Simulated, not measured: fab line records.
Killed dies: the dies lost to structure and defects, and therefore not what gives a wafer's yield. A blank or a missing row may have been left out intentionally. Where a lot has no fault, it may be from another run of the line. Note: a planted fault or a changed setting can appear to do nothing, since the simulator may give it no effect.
Split-lot study ; flow sfq line ; route with 325 steps; 5 lots, 23 wafers read

== ON THE SPLIT ==
At SFQ_TRILAYER_I1_DEP_PECVD_045 (deposits SiO2 from SiH4/N2O, time 111.11 s, target thk 500 nm), the setting time s was moved away from the recipe's 111.11 s on 7 of the 23 wafers read, by -9.7% to +6.0%. All remaining wafers had this setting at the recipe value.

Reading taken at the split's own step.

== THE READING ==
SiO2_of_TRILAYER_I1_DEP_PECVD_045.thk nm (the simulator's own value, which no gauge read), in nm, at SFQ_TRILAYER_I1_DEP_PECVD_045 (deposits SiO2 from SiH4/N2O, time 111.11 s, target thk 500 nm). The file does not state a usual value for it. Here, 16 wafers ran the recipe; their average is 499.8 nm with a standard deviation of 7.3 nm.

wafer;tool, chamber at the split;time s as run, s;against the recipe;SiO2_of_TRILAYER_I1_DEP_PECVD_045.thk nm, nm;against lot-mates on the recipe
L079.2;pecvd-04, 1;103.9;-6.5%;469.7;-38.2
L079.3;pecvd-04, 0;111.11;recipe;505.1;-
L079.4;pecvd-04, 1;111.11;recipe;509.4;-
L079.5;pecvd-04, 2;111.11;recipe;509.1;-
L079.6;pecvd-04, 0;103.9;-6.5%;483.6;-24.3
L081.3;pecvd-04, 2;111.11;recipe;486.3;-
L081.5;pecvd-04, 2;111.11;recipe;499.9;-
L081.6;pecvd-04, 0;111.11;recipe;507.8;-
L083.1;pecvd-03, 2;111.11;recipe;502.1;-
L083.2;pecvd-03, 1;117.8;+6.0%;526.3;+23.2
L083.4;pecvd-03, 2;111.11;recipe;506.8;-
L083.5;pecvd-03, 1;111.11;recipe;500.3;-
L083.6;pecvd-03, 0;117.8;+6.0%;536;+32.9
L084.1;pecvd-02, 2;111.11;recipe;491.6;-
L084.2;pecvd-02, 0;111.11;recipe;492.6;-
L084.3;pecvd-02, 1;111.11;recipe;485.5;-
L084.4;pecvd-02, 2;111.11;recipe;500.2;-
L084.6;pecvd-02, 1;111.11;recipe;499.9;-
L085.1;pecvd-02, 1;100.3;-9.7%;446.6;-53.8
L085.2;pecvd-02, 0;100.3;-9.7%;451.5;-48.9
L085.3;pecvd-02, 2;111.11;recipe;496.6;-
L085.4;pecvd-02, 0;111.11;recipe;504.2;-
L085.5;pecvd-02, 1;100.3;-9.7%;456.4;-44.0

FIT RESULTS
A straight line over all 23 wafers: SiO2_of_TRILAYER_I1_DEP_PECVD_045.thk nm changes by +4.79 nm for each +1% of time s; r = +0.94; the points scatter about the line by 7.5 nm.
The same after taking each lot's own level away (the mean of its wafers on the recipe; 23 wafers): +4.91 nm for each +1%; r = +0.97; scatter 5.6 nm.
According to that fit, moving time s by its largest amount changes the reading by 48 nm.
The lots' own levels span 493.96 to 507.87 nm, that is 1.9 times the standard deviation above.
So the lot-to-lot level changes the slope little: the two slopes agree.
Check: for one of the wafers moved furthest among these (-9.7%), held out of the fit, the line's prediction against its lot-mates is -46.4 nm. It came out at -53.8 nm against them.

== FURTHER SPLITS ON THESE WAFERS ==
Note: prior to the reading, these wafers also went through further splits. Each is held against what the fit with the lots' levels taken away leaves over:
other split on the same wafers;wafers away from the commonest value;r with SiO2_of_TRILAYER_I1_DEP_PECVD_045.thk nm (lot level and that fit taken away)
SFQ_TRILAYER_INCOMING_OXIDATION_002 temp c;15;+0.01
SFQ_TRILAYER_L0_LITHO_COAT_005 resist thk nm;10;+0.18
SFQ_TRILAYER_L0_VIA_LITHO_COAT_013 resist thk nm;8;+0.07
SFQ_TRILAYER_L0_VIA_ETCH_VIA_ETCH_016 bias w;10;-0.17
SFQ_TRILAYER_M0_LITHO_COAT_021 spin rpm;7;-0.04
SFQ_TRILAYER_M0_LITHO_PEB_024 peb time s;9;-0.12
SFQ_TRILAYER_M0_ETCH_METAL_ETCH_024 icp w;8;+0.02
SFQ_TRILAYER_I0_VIA_LITHO_COAT_036 resist thk nm;11;-0.25
SFQ_TRILAYER_M1_DEP_SPUTTER_037 time s;5;-0.12
SFQ_TRILAYER_M1_LITHO_EXPOSE_040 dose mj;6;-0.26

== THE WHOLE CHAIN: every reading that the file lists as answering this split, in the file's order ==
step;what it does;reading;change (the file's fit);r (the file's)
SFQ_TRILAYER_I1_DEP_PECVD_045;deposits SiO2 from SiH4/N2O, time 111.11 s, target thk 500 nm;SiO2_of_TRILAYER_I1_DEP_PECVD_045.thk nm (the simulator's own value, which no gauge read);+4.9 nm for each +1% of the setting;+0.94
SFQ_TRILAYER_I1_CMP_CMP_046;polishes SiO2;time to endpoint s;withheld for each +1% of the setting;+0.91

== THE FILE'S OWN FIT ==
SiO2_of_TRILAYER_I1_DEP_PECVD_045.thk nm changes by +4.9 nm for each +1% of time s, r = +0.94.
